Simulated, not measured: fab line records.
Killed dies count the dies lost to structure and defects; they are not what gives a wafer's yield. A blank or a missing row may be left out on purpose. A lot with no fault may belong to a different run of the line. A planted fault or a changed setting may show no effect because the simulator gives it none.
Which tool did it?	flow sky130	12 lots, 36 wafers sampled, at 4 steps of a route of 708

## WHAT THE GAUGES SHOWED, per wafer
SKY_SD_P_CD_MEAS_07 targets a cd of 380 nm.
lot	measured	on	cdNm (nm)
L458	day 25 05:35	cdSem-01	375.7 378.8 376.7
L460	day 26 02:40	cdSem-02	379.2 380.5 379.9
L461	day 26 13:05	cdSem-02	378.2 375.8 374.3
L463	day 27 14:53	cdSem-02	384.5 379.5 381.2
L465	day 28 06:25	cdSem-01	378.7 378.5 376.9
L466	day 28 12:58	cdSem-01	378.6 382.1 382.4
L467	day 28 18:37	cdSem-02	378.0 382.9 379.2
L468	day 29 00:53	cdSem-01	403.8 408.4 407.4
L477	day 32 02:02	cdSem-02	379.1 380.8 380.6
L478	day 32 08:10	cdSem-02	385.4 386.2 383.6
L480	day 33 01:20	cdSem-01	373.9 378.0 376.2
L481	day 33 08:46	cdSem-01	381.3 381.4 377.7

SKY_LI_CONTACT_OVL_MEAS_13.
lot	measured	on	LI_CONTACT_OVL (nm)
L458	day 28 21:41	overlay-01	-7 -1 -4
L460	day 29 19:31	overlay-02	-2 -11 -7
L461	day 30 04:16	overlay-02	-1 1 10
L463	day 31 05:29	overlay-02	-8 -4 -5
L465	day 31 19:59	overlay-01	-7 -1 -5
L466	day 32 02:20	overlay-02	3 4 3
L467	day 32 07:29	overlay-01	-1 1 10
L468	day 32 13:32	overlay-01	4 10 1
L477	day 35 12:01	overlay-02	-11 -9 -3
L478	day 35 17:49	overlay-02	4 2 5
L480	day 36 10:10	overlay-01	0 -8 4
L481	day 36 16:27	overlay-02	1 2 1

## TOOL THAT RAN EACH LOT (tool first, then ch and the chambers of the sampled wafers, then the start)
lot	SKY_POLY_CUT_ETCH_10	SKY_SD_P_EXPOSE_04
L458	rieDiel-02 ch 0,2, day 23 23:26	ilineStepper-01 ch 0, day 24 14:25
L460	rieDiel-02 ch 0,1,3, day 24 21:43	ilineStepper-01 ch 0, day 25 12:52
L461	rieDiel-04 ch 0,1, day 25 08:08	ilineStepper-01 ch 0, day 25 22:27
L463	rieDiel-03 ch 0,1, day 26 09:55	ilineStepper-02 ch 0, day 27 00:35
L465	rieDiel-02 ch 0,1,2, day 27 01:23	ilineStepper-01 ch 0, day 27 16:19
L466	rieDiel-04 ch 0,2, day 27 08:42	ilineStepper-02 ch 0, day 27 23:38
L467	rieDiel-04 ch 1,2,3, day 27 14:04	ilineStepper-02 ch 0, day 28 04:38
L468	rieDiel-04 ch 0,3, day 27 21:17	ilineStepper-02 ch 0, day 28 10:55
L477	rieDiel-02 ch 0,3, day 30 22:38	ilineStepper-02 ch 0, day 31 12:08
L478	rieDiel-03 ch 0,1,3, day 31 04:33	ilineStepper-02 ch 0, day 31 19:10
L480	rieDiel-03 ch 1,2,3, day 31 21:47	ilineStepper-01 ch 0, day 32 11:56
L481	rieDiel-04 ch 1,2,3, day 32 05:26	ilineStepper-02 ch 0, day 32 19:01
- SKY_POLY_CUT_ETCH_10: etches BARC in N2/H2, stops on SiO2, time 45.9 s, target depth 60 nm.
- SKY_SD_P_EXPOSE_04: exposes mask PSDM, target cd 380 nm.

## AS READ BY THE TOOLS THEMSELVES (means over the sampled wafers that have a number; for cases with no such wafer, the mark the record gives instead)
SKY_POLY_CUT_ETCH_10.
lot	tool	biasW (W)	chamberPressureMTorr (mTorr)	drypumpMotorCurrentA (A)	h2FlowSccm (sccm)	oesProductAu (a.u.)	throttleValvePct (%)
L458	rieDiel-02	99.91	30.007	6.1	200.2	0.858	13.219
L460	rieDiel-02	100.04	30.015	5.7	200.5	0.856	13.227
L461	rieDiel-04	99.74	29.999	6.2	200.7	0.858	13.226
L463	rieDiel-03	100.13	29.988	5.9	199.6	0.857	13.227
L465	rieDiel-02	100.08	30.010	5.8	200.2	0.847	13.220
L466	rieDiel-04	99.89	30.020	6.2	200.4	0.855	13.228
L467	rieDiel-04	99.87	30.002	6.3	200.7	0.858	13.232
L468	rieDiel-04	100.11	29.984	6.5	201.1	0.859	13.215
L477	rieDiel-02	99.92	30.000	5.9	200.0	0.852	13.228
L478	rieDiel-03	100.24	30.001	5.8	200.2	0.855	13.231
L480	rieDiel-03	99.65	29.988	5.6	200.1	0.850	13.220
L481	rieDiel-04	99.92	29.989	6.2	200.9	0.857	13.227

## THE ANSWER, worked out from the rows above alone
Rule: usual is defined by the lots themselves. Put in order of their means at a reading, lots are off if they are a third of the lots or fewer, leave a main group of 4 or more, and stand apart from it by a gap of 3 or more times the standard deviation of the main group's means; of several such gaps the widest counts. If all means in a main group match to the digits the tables above print for the reading, that group is not used. A lot without any number at a reading at which 4 lots or more have one is off too. Any other lot the step has rows for is counted as sound. Order of review: gauges by route order, followed by the tools' own readings, for which a lot's mean as printed above is used. The first step at which some lot is off is used, and at that step the reading that is off furthest; a lot without a number counts as furthest.
Off: L468, at SKY_SD_P_CD_MEAS_07 (cdNm). Mean 379.6 nm and standard deviation 2.5 in the main group.
If a tool, at a process step before that reading, ran all the lots that are off and no sound lot after the first of them, it fits. The gauges at SKY_SD_P_CD_MEAS_07 aren't tried: what is off there is off at SKY_POLY_CUT_ETCH_10 too, on other tools, and a gauge's error can't cause that. Of those tried, none fits.

## WHAT WAS PUT IN BY THE SIMULATOR
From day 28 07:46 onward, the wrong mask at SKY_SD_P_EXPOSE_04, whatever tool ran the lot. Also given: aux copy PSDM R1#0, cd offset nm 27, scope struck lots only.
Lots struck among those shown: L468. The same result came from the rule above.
